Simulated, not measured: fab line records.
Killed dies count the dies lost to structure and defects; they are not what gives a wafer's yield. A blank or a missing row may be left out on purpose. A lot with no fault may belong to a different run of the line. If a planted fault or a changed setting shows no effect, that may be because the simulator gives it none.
Check for tools in common | flow gf180mcu | Sampled: 10 lots, 30 wafers

## WHY THIS WAS OPENED
Of 10 lots, 2 have the reading V3_W_RS flagged at GF_V3_RS_MEAS_24. No-fault wafers: 0.328 ohm/sq, standard deviation 0.0032.
Rule: a lot is flagged in two cases, either no wafer of it has a number, or all its wafers with numbers fall more than 4 standard deviations from that mean. All remaining lots are regarded as sound.

lot  | measured     | on            | V3_W_RS (ohm/sq), wafer by wafer | flag
L957 | day 23 23:41 | film-metro-02 | 0.324 0.323 0.320                |
L958 | day 24 07:16 | film-metro-01 | 0.295 0.295 0.294                | FLAGGED
L959 | day 24 12:23 | film-metro-04 | 0.289 0.293 0.289                | FLAGGED
L965 | day 26 14:26 | film-metro-02 | 0.332 0.327 0.332                |
L968 | day 27 14:17 | film-metro-02 | 0.331 0.331 0.328                |
L971 | day 28 04:59 | film-metro-02 | 0.324 0.328 0.329                |
L972 | day 28 13:34 | film-metro-02 | 0.324 0.327 0.324                |
L973 | day 28 22:10 | film-metro-02 | 0.324 0.332 0.327                |
L974 | day 28 23:50 | film-metro-04 | 0.325 0.325 0.326                |
L976 | day 29 15:50 | film-metro-02 | 0.321 0.329 0.326                |
The numbers of the flagged lots are 0.292 ohm/sq on average: -0.036 ohm/sq against the usual, or -11 standard deviations.

## LOT BY LOT: THE TOOL USED
Before the reading, the record contains 4 process steps out of a 602-step route. In each cell: the tool, then ch and the chambers that the sampled wafers went through, then the start.
lot  | flag    | GF_M3_STRIP_17                       | GF_V3_CMP_04                  | GF_V3_STRIP_18                       | GF_V3_CVD_23
L957 |         | plasma-asher-03 ch 0,1, day 22 22:42 | cmp-02 ch 1,2,3, day 22 23:30 | plasma-asher-03 ch 0,1, day 23 22:56 | cvd-w-01 ch 0,1, day 23 23:35
L958 | FLAGGED | plasma-asher-03 ch 0,1, day 23 05:54 | cmp-02 ch 0,1,2, day 23 06:43 | plasma-asher-04 ch 0,1, day 24 06:29 | cvd-w-01 ch 0,1, day 24 07:09
L959 | FLAGGED | plasma-asher-03 ch 0,1, day 23 11:18 | cmp-02 ch 0,1,3, day 23 12:25 | plasma-asher-03 ch 0,1, day 24 11:38 | cvd-w-01 ch 0,1, day 24 12:16
L965 |         | plasma-asher-04 ch 0,1, day 25 15:22 | cmp-01 ch 1,2, day 25 16:24   | plasma-asher-03 ch 0,1, day 26 13:42 | cvd-w-02 ch 0,1, day 26 14:20
L968 |         | plasma-asher-03 ch 0,1, day 26 15:24 | cmp-01 ch 0,2,3, day 26 16:15 | plasma-asher-03 ch 0,1, day 27 13:29 | cvd-w-01 ch 0,1, day 27 14:09
L971 |         | plasma-asher-01 ch 0,1, day 27 06:41 | cmp-01 ch 0,3, day 27 07:31   | plasma-asher-03 ch 0,1, day 28 04:10 | cvd-w-01 ch 0,1, day 28 04:51
L972 |         | plasma-asher-03 ch 0,1, day 27 16:06 | cmp-02 ch 0,3, day 27 16:54   | plasma-asher-03 ch 0, day 28 12:45   | cvd-w-01 ch 0, day 28 13:27
L973 |         | plasma-asher-04 ch 0,1, day 28 01:50 | cmp-02 ch 1,2,3, day 28 02:38 | plasma-asher-03 ch 0,1, day 28 21:22 | cvd-w-01 ch 0,1, day 28 22:03
L974 |         | plasma-asher-03 ch 0,1, day 28 02:51 | cmp-01 ch 0,2,3, day 28 03:45 | plasma-asher-03 ch 0,1, day 28 23:04 | cvd-w-01 ch 0,1, day 28 23:44
L976 |         | plasma-asher-03 ch 0,1, day 28 18:54 | cmp-02 ch 0,2, day 28 19:44   | plasma-asher-03 ch 1, day 29 15:05   | cvd-w-01 ch 0, day 29 15:43
These steps, and what they do:
- GF_M3_STRIP_17: strips in O2/N2.
- GF_V3_CMP_04: polishes SiO2.
- GF_V3_STRIP_18: strips in O2/N2.
- GF_V3_CVD_23: deposits W, target thk 350 nm, time 104.9 s.
- GF_V3_RS_MEAS_24: measures by four-point-probe.

## FLAGGED AGAINST TOTAL, ONE TOOL AT A TIME (gauges that did the reading follow at the end)
step             | tool            | lots run | flagged | share of the flagged lots | sound lots run after its first flagged lot
GF_M3_STRIP_17   | plasma-asher-01 | 1        | 0       | none                      | -
GF_M3_STRIP_17   | plasma-asher-03 | 7        | 2       | all                       | 4 (L968,L972,L974,L976)
GF_M3_STRIP_17   | plasma-asher-04 | 2        | 0       | none                      | -
GF_V3_CMP_04     | cmp-01          | 4        | 0       | none                      | -
GF_V3_CMP_04     | cmp-02          | 6        | 2       | all                       | 3 (L972,L973,L976)
GF_V3_STRIP_18   | plasma-asher-03 | 9        | 1       | some                      | 7 (L965,L968,L971,L972,L973,L974,L976)
GF_V3_STRIP_18   | plasma-asher-04 | 1        | 1       | some                      | 0
GF_V3_CVD_23     | cvd-w-01        | 9        | 2       | all                       | 6 (L968,L971,L972,L973,L974,L976)
GF_V3_CVD_23     | cvd-w-02        | 1        | 0       | none                      | -
GF_V3_RS_MEAS_24 | film-metro-01   | 1        | 1       | some                      | 0
GF_V3_RS_MEAS_24 | film-metro-02   | 7        | 0       | none                      | -
GF_V3_RS_MEAS_24 | film-metro-04   | 2        | 1       | some                      | 1 (L974)

## WHAT THE TABLE ALLOWS
plasma-asher-03 at GF_M3_STRIP_17, cmp-02 at GF_V3_CMP_04 and cvd-w-01 at GF_V3_CVD_23: these 3 rows of the table ran every flagged lot.
- plasma-asher-03 at GF_M3_STRIP_17 ran 7 lots, 2 of them flagged. Lots that were sound ran on it after the first flagged one (L968, L972, L974, L976); a persistent fault on the entire tool would not allow that.
- cmp-02 at GF_V3_CMP_04 ran 6 lots, 2 of them flagged. Lots that were sound ran on it after the first flagged one (L972, L973, L976); a persistent fault on the entire tool would not allow that.
- cvd-w-01 at GF_V3_CVD_23 ran 9 lots, 2 of them flagged. Lots that were sound ran on it after the first flagged one (L968, L971, L972, L973, L974, L976); a persistent fault on the entire tool would not allow that. Its own readings (susceptor-temp-C) fall more than 4 standard deviations out on all wafers of the flagged lots.
None of the table's rows ran every flagged lot and, after the first, no sound lot.

## WHAT THE SIMULATOR HAD PUT IN
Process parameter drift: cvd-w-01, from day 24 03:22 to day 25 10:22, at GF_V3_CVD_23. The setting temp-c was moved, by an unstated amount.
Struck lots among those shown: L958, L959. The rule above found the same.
